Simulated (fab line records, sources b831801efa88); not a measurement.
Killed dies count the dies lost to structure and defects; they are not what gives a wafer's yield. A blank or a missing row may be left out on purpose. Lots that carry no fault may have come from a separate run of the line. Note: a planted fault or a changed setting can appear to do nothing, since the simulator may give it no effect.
Chamber matching || flow sfq-line || pecvd-03 running SFQ_TRILAYER_I1_DEP_PECVD_045: 3 sister chambers
The step deposits SiO2 from SiH4/N2O, time 111.11 s, target thk 500 nm. 3 wafers are shown with their chamber, then 7 later ones without.

== WAFERS PAIRED WITH THEIR CHAMBERS ==
{"wafer": "L664.6", "chamber": 2, "throttle-valve-pct (%)": 23.8}
{"wafer": "L674.1", "chamber": 1, "throttle-valve-pct (%)": 25.7}
{"wafer": "L674.4", "chamber": 0, "throttle-valve-pct (%)": 26.1}

== WAFERS WITHOUT THEIR CHAMBER ==
{"wafer": "L674.6", "throttle-valve-pct (%)": 24.2}
{"wafer": "L675.2", "throttle-valve-pct (%)": 23.9}
{"wafer": "L675.4", "throttle-valve-pct (%)": 26.3}
{"wafer": "L675.6", "throttle-valve-pct (%)": 23.9}
{"wafer": "L683.2", "throttle-valve-pct (%)": 24.0}
{"wafer": "L683.3", "throttle-valve-pct (%)": 25.9}
{"wafer": "L683.6", "throttle-valve-pct (%)": 24.1}

== EACH ONE'S CHAMBER ==
{"wafer": "L674.6", "from the rows above": 2, "in truth": 2}
{"wafer": "L675.2", "from the rows above": 2, "in truth": 2}
{"wafer": "L675.4", "from the rows above": "can't be placed: 0 or 1", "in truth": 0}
{"wafer": "L675.6", "from the rows above": 2, "in truth": 2}
{"wafer": "L683.2", "from the rows above": 2, "in truth": 2}
{"wafer": "L683.3", "from the rows above": "can't be placed: 1 or 0", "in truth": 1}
{"wafer": "L683.6", "from the rows above": 2, "in truth": 2}
Placed correctly: 5 of 7. Can't be placed from these rows: 2 (the true chamber is among the candidates in 2). Wrongly placed: 0.
How it was worked out, from the rows above alone: a wafer's distance from a chamber is the root of the sum, over the readings, of the square of ((its reading less the chamber's mean) divided by the reading's scatter). If the next closest chamber is less than 2 further off than the closest, the wafer can't be placed; otherwise it belongs to the closest. For every chamber, the mean is computed from those of its wafers that are shown. The scatter (one wafer shown for each chamber): square how far every hidden wafer sits from the nearest shown wafer, average those squares and take the square root.
